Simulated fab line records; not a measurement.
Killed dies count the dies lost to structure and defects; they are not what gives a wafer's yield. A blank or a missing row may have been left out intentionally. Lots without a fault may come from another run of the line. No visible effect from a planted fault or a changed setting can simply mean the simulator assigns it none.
Which tool was responsible? | flow sky130 | 13 lots with 39 wafers sampled at 3 steps, on a route of 708 steps

WHAT THE GAUGES READ, wafer by wafer
SKY_METAL1_OVL_MEAS_16. Usual: METAL1_OVL -2 nm, standard deviation 5.5.
lot  | measured     | on         | METAL1_OVL (nm) | flag
L280 | day 33 05:43 | overlay-02 | 3 -7 7          |
L282 | day 34 00:01 | overlay-01 | 2 2 3           |
L284 | day 34 00:40 | overlay-01 | -7 -14 -17      |
L283 | day 34 04:08 | overlay-01 | -9 0 -13        |
L286 | day 34 20:28 | overlay-02 | -2 0 -5         |
L285 | day 34 22:49 | overlay-02 | 6 3 3           |
L287 | day 35 08:46 | overlay-02 | 1 0 -6          |
L288 | day 35 14:08 | overlay-02 | -8 2 2          |
L289 | day 35 23:43 | overlay-01 | -6 3 0          |
L293 | day 37 08:19 | overlay-01 | 1 -2 -1         |
L294 | day 37 13:55 | overlay-01 | 1 -2 -2         |
L297 | day 38 12:22 | overlay-01 | -1 -4 -7        |
L302 | day 39 16:31 | overlay-01 | -2 -7 -7        |

SKY_VIA1_OVL_MEAS_13. Usual: VIA1_OVL -1 nm, standard deviation 4.
lot  | measured     | on         | VIA1_OVL (nm) | flag
L280 | day 34 09:13 | overlay-01 | -4 6 -1       |
L282 | day 35 03:35 | overlay-02 | -2 -5 -3      |
L284 | day 35 04:12 | overlay-01 | 0 -6 2        |
L283 | day 35 07:13 | overlay-02 | -1 -6 0       |
L286 | day 35 23:51 | overlay-02 | -1 -2 2       |
L285 | day 36 02:23 | overlay-02 | -1 -4 4       |
L287 | day 36 13:00 | overlay-01 | -5 -4 -5      |
L288 | day 36 18:22 | overlay-02 | -5 -3 -5      |
L289 | day 37 03:04 | overlay-02 | -3 -3 0       |
L293 | day 38 12:03 | overlay-01 | 0 1 6         |
L294 | day 38 17:12 | overlay-01 | 1 1 3         |
L297 | day 39 15:04 | overlay-02 | -1 -4 3       |
L302 | day 40 18:20 | overlay-02 | -6 0 -2       |

WHAT TOOL EACH LOT RAN ON (gives the tool, then ch and the chambers of the sampled wafers, and finally the start)
lot  | SKY_LDD_N_IMPLANT_13
L280 | implanter-02 ch 0, day 18 06:04
L282 | implanter-02 ch 0, day 19 03:25
L284 | implanter-01 ch 0, day 19 05:55
L283 | implanter-01 ch 0, day 19 08:41
L286 | implanter-03 ch 0, day 20 02:23
L285 | implanter-01 ch 0, day 20 02:58
L287 | implanter-03 ch 0, day 20 14:36
L288 | implanter-03 ch 0, day 20 21:06
L289 | implanter-01 ch 0, day 21 11:43
L293 | implanter-01 ch 0, day 23 01:03
L294 | implanter-01 ch 0, day 23 06:42
L297 | implanter-03 ch 0, day 24 08:22
L302 | implanter-03 ch 0, day 25 18:46
- SKY_LDD_N_IMPLANT_13

WHAT THE TOOLS THEMSELVES READ (means of the sampled wafers that have a number; where no wafer has one, the mark that the record gives instead)
SKY_LDD_N_IMPLANT_13. Usual: dose ions cm2 4.999e+12, standard deviation 5.5e+09; end station pressure torr 5.04e-06 Torr, standard deviation 2.6e-07; faraday current uA 28.2, standard deviation 0.58; rotation deg 89.996 degrees, standard deviation 0.025.
lot  | tool         | dose ions cm2 | end station pressure torr (Torr) | faraday current uA | rotation deg (degrees) | flag
L280 | implanter-02 | 4.996e+12     | 4.89e-06                         | 28.3               | 90.013                 |
L282 | implanter-02 | 4.999e+12     | 4.99e-06                         | 28.5               | 89.989                 |
L284 | implanter-01 | 5.001e+12     | 5.34e-06                         | 28.1               | 89.979                 |
L283 | implanter-01 | 4.994e+12     | 5.11e-06                         | 27.9               | 89.998                 |
L286 | implanter-03 | 5.001e+12     | 5.08e-06                         | 27.9               | 89.979                 |
L285 | implanter-01 | 4.996e+12     | 5.02e-06                         | 28.0               | 89.983                 |
L287 | implanter-03 | 5.003e+12     | 5.00e-06                         | 28.3               | 90.024                 |
L288 | implanter-03 | 5.000e+12     | 4.94e-06                         | 28.4               | 90.002                 |
L289 | implanter-01 | 4.995e+12     | 5.05e-06                         | 28.6               | 89.999                 |
L293 | implanter-01 | 3.706e+12     | 5.00e-06                         | 21.4               | 90.021                 | OFF
L294 | implanter-01 | 3.706e+12     | 5.14e-06                         | 20.7               | 90.020                 | OFF
L297 | implanter-03 | 4.993e+12     | 4.98e-06                         | 28.3               | 89.984                 |
L302 | implanter-03 | 5.000e+12     | 4.77e-06                         | 28.5               | 90.022                 |

THE ANSWER, worked out from the rows above alone
Rule: a lot counts as off when the mean over its wafers that have a number is more than 3 standard deviations away from the usual mean. Also off: a lot with no number at a reading for which 4 or more lots have one. Any other lot the step has rows for is counted as sound. First the gauges in route order, then the tools' own readings, where a lot's mean is used as printed above. The first step at which some lot is off is used, and at that step the reading that is off furthest; a lot without a number counts as furthest.
Off, at SKY_LDD_N_IMPLANT_13 on dose ions cm2: L293, L294.
If a tool, at that step or one of the process steps before it, ran each lot that is off and ran no sound lot following the first of them, it fits. One candidate fits, namely implanter-01 at SKY_LDD_N_IMPLANT_13. A fault onset in the window from L289 (day 21 11:43, its last sound lot) to L293 (day 23 01:03, its first lot off) fits.
The tool's own readings at SKY_LDD_N_IMPLANT_13 bear it out: on the lots that are off they differ by more than 5 times the standard deviation of the sound lots' means. dose ions cm2 reads 3.706e+12 there against 4.998e+12 on the sound lots; faraday current uA reads 21.0 there against 28.3 on the sound lots.

WHAT THE SIMULATOR PUT IN
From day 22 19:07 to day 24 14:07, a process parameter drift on implanter-01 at SKY_LDD_N_IMPLANT_13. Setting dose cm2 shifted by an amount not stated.
Lots struck among those shown: L293, L294. The rule above found the same.
